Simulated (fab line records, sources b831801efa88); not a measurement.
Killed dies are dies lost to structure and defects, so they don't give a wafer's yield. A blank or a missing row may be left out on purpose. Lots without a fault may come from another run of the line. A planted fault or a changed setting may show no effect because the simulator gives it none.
fab line records | flow gf180mcu | part 2 of 2: steps 27 to 36 of 36
record lots=5 wafers=15 last_day=34
route steps=602 shown V4@480 MIM@503
lots that met no fault: from a run of the same line without faults
start_h: hours from the record's first day to the start of the lot's first wafer shown | wait_h: hours since the lot's step before | " the same as in the row above | L1.1+2: a row that stands for several wafers | - no value, or no start given | * or withheld: withheld | < > ~ a bound
route shown NAME@n: a module of which the file shows steps, and the number in the route of the first | usual: mean/standard deviation of fault-free wafers | same: alike in all rows | chamber/n: place in a boat | sites: the reading at each site | _std_site: their standard deviation | _edge_site: outer sites' mean less inner sites' | radius_mm: how far each site lies from the wafer's centre | mask NAME#n: copy n | behind: the tool/chamber that last shaped the wafer | hold: why the lot was held/for how many hours/how that ended | device: the transistor (n, p or np) that didn't switch | end of line: the same wafers' tests at the end of the route | a step without rows: its recipe alone | killed: dies lost to structure and defects at the first sort, not the wafer's yield | map: a wafer's dies, x killed, . not, _ none there
set.NAME: the setting as run; set.NAME@STEP: as run at that earlier step | model.NAME: the simulator's own value behind a step, which no gauge read
lots at some steps of the route; a table a step, a row a wafer
services: from which hour (start_h, from the record's first day; less than 0 if before it) a tool's chamber was out of use, for how many hours, and why
## steps
# step GF_MIM_SPUTTER_03
# recipe material=Ti target_thk_nm=10 substrate_temp_c=300 chamber_pressure_pa=0.3 power_w=3000 time_s=6.7
# usual throttle_valve_pct=29.8/1.1
# columns lot.wafer tool chamber start_h wait_h throttle_valve_pct
L080.4 pvd_sputter-01 - 611.45 0.0 30.1
L080.5 " - " " 31.5
L080.6 " - " " 31.5
L084.1 pvd_sputter-03 - 647.10 0.0 29.7
L084.2 " - " " 27.6
L084.4 " - " " 29.6
L086.1 pvd_sputter-01 - 660.71 0.0 30.1
L086.3 " - " " 31.7
L086.6 " - " " 29.2
L088.2 pvd_sputter-02 - 673.10 0.0 29.6
L088.5 " - " " 30.3
L088.6 " - " " 29.7
L094.1 pvd_sputter-01 - 717.22 0.0 29.0
L094.2 " - " " 31.4
L094.5 " - " " 29.0
# step GF_MIM_SPUTTER_04
# recipe material=TiN target_thk_nm=50 power_w=6500 time_s=41.7 chamber_pressure_pa=0.4
# usual throttle_valve_pct=29.8/1
# columns lot.wafer tool chamber start_h wait_h throttle_valve_pct
L080.4 pvd_sputter-01 - 611.47 0.0 29.9
L080.5 " - " " 31.5
L080.6 " - " " 31.4
L084.1 pvd_sputter-03 - 647.12 0.0 29.6
L084.2 " - " " 27.7
L084.4 " - " " 29.6
L086.1 pvd_sputter-01 - 660.73 0.0 30.0
L086.3 " - " " 31.4
L086.6 " - " " 28.7
L088.2 pvd_sputter-02 - 673.12 0.0 29.6
L088.5 " - " " 30.7
L088.6 " - " " 29.9
L094.1 pvd_sputter-01 - 717.24 0.0 29.0
L094.2 " - " " 31.1
L094.5 " - " " 29.0
# step GF_MIM_CVD_05
# recipe material=Si3N4 target_thk_nm=42 temp_max_c=400 temp_c=385 time_s=29.086 rf_w=450
# usual heater_power_outer_w=370/50 heater_power_w=657/78
# columns lot.wafer tool chamber start_h wait_h heater_power_outer_w heater_power_w since_wet_clean_h
L080.4 pecvd-02 2 611.52 0.0 436 725 -
L080.5 " 0 " " 336 594 -
L080.6 " 1 " " 406 713 -
L084.1 pecvd-04 2 647.16 0.0 314 574 264
L084.2 " 1 " " 366 643 264
L084.4 " 1 " " 357 636 -
L086.1 pecvd-02 2 660.77 0.0 380 660 56
L086.3 " 1 " " 449 761 56
L086.6 " 0 " " 340 587 -
L088.2 pecvd-04 2 673.16 0.0 333 564 290
L088.5 " 0 " " 343 663 -
L088.6 " 1 " " 330 594 -
L094.1 pecvd-04 1 717.28 0.0 405 693 334
L094.2 " 0 " " 353 668 334
L094.5 " 1 " " 428 699 -
# step GF_MIM_THK_MEAS_06
# recipe reads=Si3N4_of_MIM_CVD_05
# usual MIM_CVD_05_THK=42.1/0.67
# columns lot.wafer tool chamber start_h wait_h MIM_CVD_05_THK[nm]
L080.4 film_metro-01 - 611.57 0.0 42.0
L080.5 " - " " 42.4
L080.6 " - " " 41.0
L084.1 film_metro-02 - 647.20 0.0 41.7
L084.2 " - " " 41.8
L084.4 " - " " 42.2
L086.1 film_metro-04 - 660.81 0.0 42.5
L086.3 " - " " 42.5
L086.6 " - " " 43.8
L088.2 film_metro-02 - 673.20 0.0 41.5
L088.5 " - " " 42.9
L088.6 " - " " 42.4
L094.1 film_metro-04 - 717.32 0.0 41.7
L094.2 " - " " 41.8
L094.5 " - " " 42.0
# step GF_MIM_SPUTTER_07
# recipe material=TiN target_thk_nm=60 power_w=6500 time_s=50 chamber_pressure_pa=0.4
# usual throttle_valve_pct=29.9/0.96
# columns lot.wafer tool chamber start_h wait_h throttle_valve_pct
L080.4 pvd_sputter-03 - 611.60 0.0 29.7
L080.5 " - " " 29.6
L080.6 " - " " 27.7
L084.1 pvd_sputter-02 - 647.26 0.1 29.4
L084.2 " - " " 29.9
L084.4 " - " " 31.1
L086.1 pvd_sputter-02 - 660.87 0.1 30.5
L086.3 " - " " 30.9
L086.6 " - " " 29.9
L088.2 pvd_sputter-01 - 673.25 0.0 31.6
L088.5 " - " " 31.2
L088.6 " - " " 31.5
L094.1 pvd_sputter-03 - 717.38 0.1 29.9
L094.2 " - " " 29.2
L094.5 " - " " 29.7
# step GF_MIM_SPUTTER_08
# recipe material=AlCu target_thk_nm=200 power_w=10600 time_s=10.6 chamber_pressure_pa=0.4
# usual throttle_valve_pct=29.9/0.95
# columns lot.wafer tool chamber start_h wait_h throttle_valve_pct
L080.4 pvd_sputter-03 - 611.64 0.0 29.9
L080.5 " - " " 29.7
L080.6 " - " " 28.0
L084.1 pvd_sputter-02 - 647.30 0.0 29.6
L084.2 " - " " 29.8
L084.4 " - " " 30.7
L086.1 pvd_sputter-02 - 660.91 0.0 30.5
L086.3 " - " " 31.0
L086.6 " - " " 29.8
L088.2 pvd_sputter-01 - 673.30 0.0 31.7
L088.5 " - " " 31.5
L088.6 " - " " 31.8
L094.1 pvd_sputter-03 - 717.42 0.0 30.0
L094.2 " - " " 29.6
L094.5 " - " " 29.7
# step GF_MIM_SPUTTER_09
# recipe material=TiN target_thk_nm=35 power_w=6500 time_s=29.2 chamber_pressure_pa=0.4
# usual throttle_valve_pct=29.9/0.96
# columns lot.wafer tool chamber start_h wait_h throttle_valve_pct
L080.4 pvd_sputter-03 - 611.67 0.0 29.5
L080.5 " - " " 29.9
L080.6 " - " " 27.9
L084.1 pvd_sputter-02 - 647.32 0.0 29.8
L084.2 " - " " 29.7
L084.4 " - " " 30.9
L086.1 pvd_sputter-02 - 660.93 0.0 30.3
L086.3 " - " " 31.1
L086.6 " - " " 29.8
L088.2 pvd_sputter-01 - 673.32 0.0 31.6
L088.5 " - " " 31.3
L088.6 " - " " 31.5
L094.1 pvd_sputter-03 - 717.44 0.0 29.6
L094.2 " - " " 29.5
L094.5 " - " " 29.6
# step GF_MIM_RS_MEAS_10
# recipe thk_meas_gauge=four-point-probe reads=TiN_of_MIM_SPUTTER_09+AlCu_of_MIM_SPUTTER_08+TiN_of_MIM_SPUTTER_07
# usual MIM_ALCU_RS=0.1603/0.002
# columns lot.wafer tool chamber start_h wait_h MIM_ALCU_RS[ohm/sq]
L080.4 film_metro-04 - 611.76 0.1 0.1592
L080.5 " - " " 0.1594
L080.6 " - " " 0.1587
L084.1 film_metro-04 - 647.36 0.0 0.1654
L084.2 " - " " 0.1605
L084.4 " - " " 0.1606
L086.1 film_metro-01 - 660.97 0.0 0.1595
L086.3 " - " " 0.1595
L086.6 " - " " 0.1641
L088.2 film_metro-02 - 673.37 0.0 0.1612
L088.5 " - " " 0.1610
L088.6 " - " " 0.1620
L094.1 film_metro-02 - 717.48 0.0 0.1597
L094.2 " - " " 0.1594
L094.5 " - " " 0.1605
# step GF_MIM_THK_MEAS_11
# recipe thk_meas_gauge=xrf reads=AlCu_of_MIM_SPUTTER_08
# usual MIM_ALCU_THK=200.8/2.6
# columns lot.wafer tool chamber start_h wait_h MIM_ALCU_THK[nm]
L080.4 film_metro-04 - 611.85 0.1 199.6
L080.5 " - " " 200.0
L080.6 " - " " 201.9
L084.1 film_metro-04 - 647.48 0.1 194.6
L084.2 " - " " 198.6
L084.4 " - " " 198.4
L086.1 film_metro-01 - 661.09 0.1 202.5
L086.3 " - " " 203.7
L086.6 " - " " 198.1
L088.2 film_metro-02 - 673.48 0.1 201.1
L088.5 " - " " 200.5
L088.6 " - " " 198.2
L094.1 film_metro-02 - 717.60 0.1 202.3
L094.2 " - " " 201.7
L094.5 " - " " 201.7
# step GF_MIM_DEHYDRATE_12
# recipe temp_c=200 time_s=60
# columns lot.wafer tool chamber start_h wait_h
L080.4+5+6 litho_track-02 0 621.85 10.0
L084.1+2+4 litho_track-04 0 656.68 9.2
L086.1+3+6 litho_track-04 0 669.83 8.7
L088.2+5+6 litho_track-04 0 682.05 8.6
L094.1+2+5 litho_track-03 0 725.85 8.2
## services
# columns tool chamber start_h hours kind
cmp-02 - 572.00 4.0 pm
rie_diel-01 3 573.04 1.5 repair
rie_diel-01 2 581.43 6.8 repair
krf_scanner-02 - 589.20 1.3 pm
cvd_w-01 0 597.39 8.4 repair
rie_diel-01 3 602.29 7.6 repair
wet_bench-02 - 615.16 1.9 pm
krf_scanner-02 - 616.74 5.6 repair
pvd_sputter-01 - 618.58 1.8 repair
pvd_sputter-02 - 620.00 19.6 repair
krf_scanner-02 - 634.51 0.2 repair
cvd_w-01 - 637.96 14.6 pm
rie_diel-04 3 651.61 9.5 repair
cvd_w-01 - 653.00 0.8 repair
cvd_w-01 - 654.27 0.7 repair
pvd_sputter-03 - 656.51 26.9 repair
wet_bench-02 - 658.48 0.9 repair
pvd_sputter-03 - 663.83 29.1 repair
plasma_asher-04 - 686.27 28.1 pm
cmp-02 - 694.22 1.2 repair
krf_scanner-02 - 696.52 1.0 pm
rie_diel-04 - 699.15 2.8 pm
rie_diel-01 - 714.29 2.8 pm
pvd_sputter-04 - 718.18 2.0 repair
